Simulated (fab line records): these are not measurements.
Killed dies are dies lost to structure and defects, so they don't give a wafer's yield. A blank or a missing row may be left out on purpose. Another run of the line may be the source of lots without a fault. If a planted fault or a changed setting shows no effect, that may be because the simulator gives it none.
Problem report, 8D (eight disciplines) form, completed by code | flow sky130 | the parts of the form that need people (team, actions taken, sign-off) are left out

## 1. PROBLEM STATEMENT
At SKY_PAD_OPEN_PROBE_99, killed_at_front_end averages 56 over 6 wafers from 2 lots, while fault-free wafers read 16, standard deviation 4.1. That is +9.8 standard deviations from the usual mean.
The first sign was on wafer L489.3 at day 47 14:53, on prober-01. The record holds 39 wafers of 13 lots with a number at this step. The rule behind "out" and "out of limits": a value lying over 4 standard deviations away from the usual mean. The other wafers with a number count as sound.

## 2. WHAT THIS IS AND IS NOT
question                    | is                     | is not
which readings at this step | killed_at_front_end    | killed_at_M0_to_M3, killed_at_contacts, killed_short
which lots                  | L489, L490             | L483, L484, L486, L488, L499, L500, L501, L502, L503, L504, L505
which wafers of those lots  | all that have a number | -
read on which tools         | prober-01, prober-02   | -
when                        | from day 47 14:53      | up to then (12 sound wafers); but 21 sound wafers of L499, L500, L501, L502, L503, L504, L505 came after

## 3. THE SUSPECTS, EACH WITH WHAT RULES IT OUT
Counting: any tool at a process step up to the reading is kept as a suspect provided that every lot that is out went through it and no sound lot did after the first of them.
- lpcvd-02 at SKY_POLY_GATE_CVD_03 (deposits Si3N4 from DCS/NH3, target thk 75 nm, time 1290 s): ruled out as a lasting fault. Following L489 (day 17 19:52), the first lot on it that is out, the sound lots L500, L499, L501, L502, L503, L504, L505 were run on it.
- plasma_asher-02 at SKY_METAL5_STRIP_16 (strips in O2/N2): ruled out as a lasting fault. Following L489 (day 45 18:28), the first lot on it that is out, the sound lots L500, L502 were run on it.
Left after counting: nothing in the record.

## 4. THE CAUSE (what the simulator had put in)
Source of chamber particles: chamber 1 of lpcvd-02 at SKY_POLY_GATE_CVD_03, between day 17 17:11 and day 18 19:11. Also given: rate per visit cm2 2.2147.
It was ruled out by counting, in error; the rule expects a fault to strike all lots run on its tool from its start on, and this fault did not.

## 5. THE CHAIN OF EFFECTS, in route order
One row per reading whose mean, taken over the struck wafers that have a number, lies over 3 standard deviations from the usual. Scope: only readings with a usual standard deviation given in the record; hours: median across lots of the time from each lot's start at the first step in this table that gives one to its start at this step; sigmas: change in usual standard deviations.
hours | step                  | reading             | usual | on struck wafers | change | sigmas
0     | SKY_PAD_OPEN_PROBE_99 | killed_at_front_end | 16    | 56               | +40    | +9.8
0     | SKY_PAD_OPEN_PROBE_99 | killed_dies         | 86    | 118              | +32    | +3.4
Process steps it contains:
- SKY_PAD_OPEN_PROBE_99

## 6. WHAT WOULD HAVE CAUGHT IT SOONER
The fault began at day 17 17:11; the first out-of-limits reading in this record came at day 47 14:53, 718 hours later.
Tool readings at SKY_POLY_GATE_CVD_03 with a usual standard deviation given in the record: none out on any struck wafer, hence no alarm at a limit of 4 standard deviations on them.
